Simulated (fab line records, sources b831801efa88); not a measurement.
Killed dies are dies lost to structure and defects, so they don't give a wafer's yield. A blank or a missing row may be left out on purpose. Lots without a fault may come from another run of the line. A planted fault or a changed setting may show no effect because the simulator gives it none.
A struck lot beside a sound one | flow sky130 | 17 steps out of a route of 708
Sound: wafers L554.2, L554.3, L554.6. Struck: wafers L552.1, L552.2, L552.4. The cause comes at the end.
At each step with rows: each side's tool, then ch and its chambers, then its first start. Under that, the readings that differ: sound wafers | struck wafers | difference of the means | sigmas: that difference in standard deviations of wafers without a fault.
alike: readings whose means differ by less than 2 such deviations, and words and numbers that are the same on both sides. not compared: withheld readings, readings that some wafer has no value for, bounds like >300 that may hide the same value, and numbers for which the record gives no deviation and whose values overlap.
The two part at a step that has a row with sigmas, a row that says differs or no value, or rows on one side only. Numbers that don't overlap but have no deviation are shown without sigmas and don't part them. A reading that every wafer of one side lacks parts them only if that side has two wafers or more.

first, 4 steps without rows for these wafers: SKY_CONTACT_STRIP_20 (strips in post etch residue remover, time 1200 s); SKY_CONTACT_CLEAN_21 (cleans in IPA, time 180 s); SKY_CONTACT_CLEAN_22 (cleans in O3/DIW); SKY_CONTACT_SPUTTER_23 (material TiN, target thk 20 nm, time 80 s).
SKY_CONTACT_CVD_24: deposits W, target thk 340 nm, time 102.12 s.
  sound on cvd_w-01 ch 0, day 37 16:41; struck on cvd_w-02 ch 0,1, day 37 15:02
  alike: heater_power_w
SKY_CONTACT_RS_MEAS_25: measures by four-point-probe.
  sound on film_metro-04, day 37 16:49; struck on film_metro-04, day 37 15:08
  alike: CONTACT_W_RS
SKY_CONTACT_THK_MEAS_26: measures by xrf.
  sound on film_metro-04, day 37 16:55; struck on film_metro-04, day 37 15:16
  alike: CONTACT_W_THK
SKY_CONTACT_CMP_27: polishes, stops on SiO2, t overpolish 15 s, target thk 0 nm.
  sound on cmp-02 ch 1,2,3, day 37 16:58; struck on cmp-01 ch 0,2,3, day 37 15:19
  alike: motor_current_A, overpolish_run_s, time_to_endpoint_s
then, 1 step without rows for these wafers: SKY_METAL1_SPUTTER_00 (material Ti, target thk 15 nm, time 10 s).
SKY_METAL1_SPUTTER_01: material TiN, target thk 20 nm, time 16.7 s.
  sound on pvd_sputter-03, day 37 17:17; struck on pvd_sputter-04, day 37 15:38
  alike: cathode_dc_power_W, chamber_pressure_pa, throttle_valve_pct
SKY_METAL1_SPUTTER_02: material AlCu, target thk 250 nm, time 13.3 s.
  sound on pvd_sputter-03, day 37 17:19; struck on pvd_sputter-04, day 37 15:40
  alike: cathode_dc_power_W, chamber_pressure_pa, throttle_valve_pct
SKY_METAL1_SPUTTER_03: material Ti, target thk 5 nm, time 3.3 s.
  sound on pvd_sputter-03, day 37 17:20; struck on pvd_sputter-04, day 37 15:41
  alike: cathode_dc_power_W, chamber_pressure_pa, throttle_valve_pct
SKY_METAL1_SPUTTER_04: material TiN, target thk 70 nm, time 58.3 s.
  sound on pvd_sputter-03, day 37 17:22; struck on pvd_sputter-04, day 37 15:43
  no value came back on the struck wafers for cathode_dc_power_W (W), chamber_pressure_pa (Pa), throttle_valve_pct (%); on the sound wafers cathode_dc_power_W (W) reads 6500.8 6500.2 6498.6
SKY_METAL1_RS_MEAS_05: measures by four-point-probe.
  sound on film_metro-04, day 37 17:26; struck on film_metro-04, day 37 15:46
  reading                 | sound                | struck               | difference | sigmas
  METAL1_ALCU_RS (ohm/sq) | 0.1260 0.1263 0.1271 | 0.1295 0.1297 0.1280 | +0.0026    | +2
SKY_METAL1_THK_MEAS_06: measures by xrf.
  sound on film_metro-04, day 37 17:32; struck on film_metro-04, day 37 15:53
  reading              | sound             | struck            | difference | sigmas
  METAL1_ALCU_THK (nm) | 252.0 251.5 250.7 | 284.1 283.9 289.1 | +34.3      | +16
then, 1 step without rows for these wafers: SKY_METAL1_DEHYDRATE_07 (time 60 s).
-- the record jumps here: 13 days lie between the struck wafers' starts before and after (it left off in module METAL1 and takes up again in module PAD_OPEN, whose first step shown is number 708 of the route) --
SKY_PAD_OPEN_PROBE_99:
  sound on prober-02, day 50 07:10; struck on prober-01, day 50 05:07
  reading                       | sound            | struck            | difference | sigmas
  model.etest.via1_chain.rc_ohm | 15.9 15.53 15.71 | 28.09 27.92 28.34 | +12.40     |
  alike: defect_limited_yield, killed_at_M0_to_M3, killed_at_M4_up, killed_at_contacts, killed_at_front_end, killed_at_other, killed_dies, killed_open, killed_short, sort_bin_3_pad_short, sort_bin_5_function, sort_bin_6_memory, sort_bin_8_speed, sort_n_pass, sort_yield_pct

WHERE THEY PART
First at SKY_METAL1_SPUTTER_04; last, within this record, at SKY_METAL1_THK_MEAS_06. Later steps at which nothing parts them and some readings are alike: SKY_PAD_OPEN_PROBE_99.

WHY: what the simulator had put in
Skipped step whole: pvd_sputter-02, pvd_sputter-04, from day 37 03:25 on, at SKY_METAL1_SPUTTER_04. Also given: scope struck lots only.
